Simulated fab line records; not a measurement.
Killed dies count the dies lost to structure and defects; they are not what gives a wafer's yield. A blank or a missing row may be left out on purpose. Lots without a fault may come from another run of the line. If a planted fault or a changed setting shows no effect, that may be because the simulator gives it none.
A struck lot beside a sound one | flow gf180mcu | 24 out of 602 route steps
Sound: wafers L226.2, L226.4, L226.6. Wafers L239.2, L239.3, L239.4 were the ones struck. The cause comes at the end.
Order at every step that has rows: each side's tool, ch and its chambers, its first start. Under that, the readings that differ: sound wafers | struck wafers | difference of the means | sigmas: that difference in standard deviations of wafers without a fault.
alike: readings whose means differ by less than 2 such deviations, and words and numbers that are the same on both sides. not compared: withheld readings, readings that some wafer has no value for, bounds like >300 that may hide the same value, and numbers for which the record gives no deviation and whose values overlap.
A row with sigmas, a row that says differs or no value, or rows on one side alone: a step with any of these is where the two part. Numbers that have no deviation but don't overlap get no sigmas and don't part them. A reading that every wafer of one side lacks parts them only if that side has two wafers or more.

first, 7 steps without rows for these wafers: GF_STI_DEHYDRATE_05 (time 60 s); GF_STI_HMDS_06 (prime time 60 s); GF_STI_COAT_07 (resist thk 700 nm); GF_STI_SOFTBAKE_08 (time 60 s); GF_STI_EXPOSE_09 (exposes mask COMP, target cd 220 nm); GF_STI_PEB_10 (peb time 90 s); GF_STI_DEVELOP_11 (develop time 60 s).
GF_STI_CD_MEAS_12: the cd target is 220 nm.
  struck on cd sem-02, day 5 12:54; sound on cd sem-02, day 2 16:35
  alike: cd nm
GF_STI_ETCH_13: etches the open film in CHF3/O2, stops on Si, target depth 282.31 nm, time 112.9 s.
  sound on rie diel-04 ch 0,1,2, day 2 16:41; struck on rie diel-03 ch 1,2,3, day 5 13:00
  alike: drypump motor current A, oes product au, throttle valve pct
  not compared: rf hours counter h
GF_STI_ETCH_14: etches Si in HBr/Cl2/O2, target depth 360 nm, time 102.9 s.
  sound on rie si-02 ch 1,2, day 2 16:46; struck on rie si-01 ch 0,1,3, day 5 13:05
  alike: drypump motor current A, oes product au, throttle valve pct
  not compared: rf hours counter h
GF_STI_STRIP_15: strips in O2/N2.
  sound on plasma asher-02 ch 0,1, day 2 16:50; struck on plasma asher-03 ch 0,1, day 5 13:10
  alike: drypump motor current A, heater power w, oes product au, strip time to endpoint s
  not compared: rf hours counter h
then, 1 step without rows for these wafers: GF_STI_CLEAN_16 (cleans in dHF, time 25 s).
GF_STI_WET_ETCH_17: etches Si3N4 in H3PO4, target depth 45 nm, time 514 s.
  sound on wet bench-01 ch 1, day 2 16:57; struck on wet bench-02 ch 0, day 5 13:17
  reading                               | sound                | struck               | difference | sigmas
  bath guard temp C (C)                 | 160.4 160.4 159.9    | 155.7 155.3 155.7    | -4.7       | -7
  temp c (C)                            | 159.99 160.06 159.94 | 155.93 155.73 155.86 | -4.16      | -26
  model.Si3N4_of_STI_CVD_03.thk nm (nm) | 161.5 163.5 163.1    | 166.2 166 165.4      | +3.2       |
then, 4 steps without rows for these wafers: GF_STI_CLEAN_18 (cleans in SC1/SC2, time 150 s); GF_STI_CLEAN_19 (cleans in dHF, time 20 s); GF_STI_WET_ETCH_20 (etches SiO2 in dHF, target depth 20 nm, time 400 s); GF_STI_OXIDATION_21 (stabilise 600 s, purge 300 s, target thk 15 nm).
GF_STI_THK_MEAS_22:
  struck on film metro-03, day 5 15:48; sound on film metro-02, day 2 18:27
  reading                   | sound             | struck            | difference | sigmas
  STI_OXIDATION_01_THK (nm) | 14.72 14.97 14.84 | 15.45 15.32 15.23 | +0.49      | +2
then, 1 step without rows for these wafers: GF_STI_CVD_23 (deposits SiO2, target thk 650 nm, time 108.3 s).
GF_STI_THK_MEAS_24:
  struck on film metro-02, day 5 15:56; sound on film metro-04, day 2 18:35
  alike: STI_CVD_23_THK
GF_STI_CMP_25: polishes, stops on Si3N4, t overpolish 33 s, target thk 524.6 nm.
  sound on cmp-01 ch 0,2, day 2 18:38; struck on cmp-02 ch 0,1,3, day 5 16:02
  alike: head pressure psi, motor current A, overpolish run s, time to endpoint s
GF_STI_WET_ETCH_26: etches SiO2 in dHF, target depth 94 nm, time 188 s.
  sound on wet bench-01 ch 1, day 2 18:56; struck on wet bench-02 ch 0, day 5 16:17
  reading                               | sound             | struck            | difference | sigmas
  model.Si3N4_of_STI_CVD_03.thk nm (nm) | 150.6 152.7 152.2 | 155.4 155.3 154.6 | +3.3       |
  alike: temp c
then, 2 steps without rows for these wafers: GF_STI_WET_ETCH_27 (etches Si3N4 in H3PO4, target depth 160 nm, time 1825 s); GF_PASSIVATION_PROBE_99.

== WHERE THEY PART ==
First at GF_STI_WET_ETCH_17; last, within this record, at GF_STI_THK_MEAS_22. Later steps at which nothing parts them and some readings are alike: GF_STI_THK_MEAS_24, GF_STI_CMP_25, GF_STI_WET_ETCH_26.

WHY: what had been put in by the simulator
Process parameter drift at GF_STI_WET_ETCH_17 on wet bench-02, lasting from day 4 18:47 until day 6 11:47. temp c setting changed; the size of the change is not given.
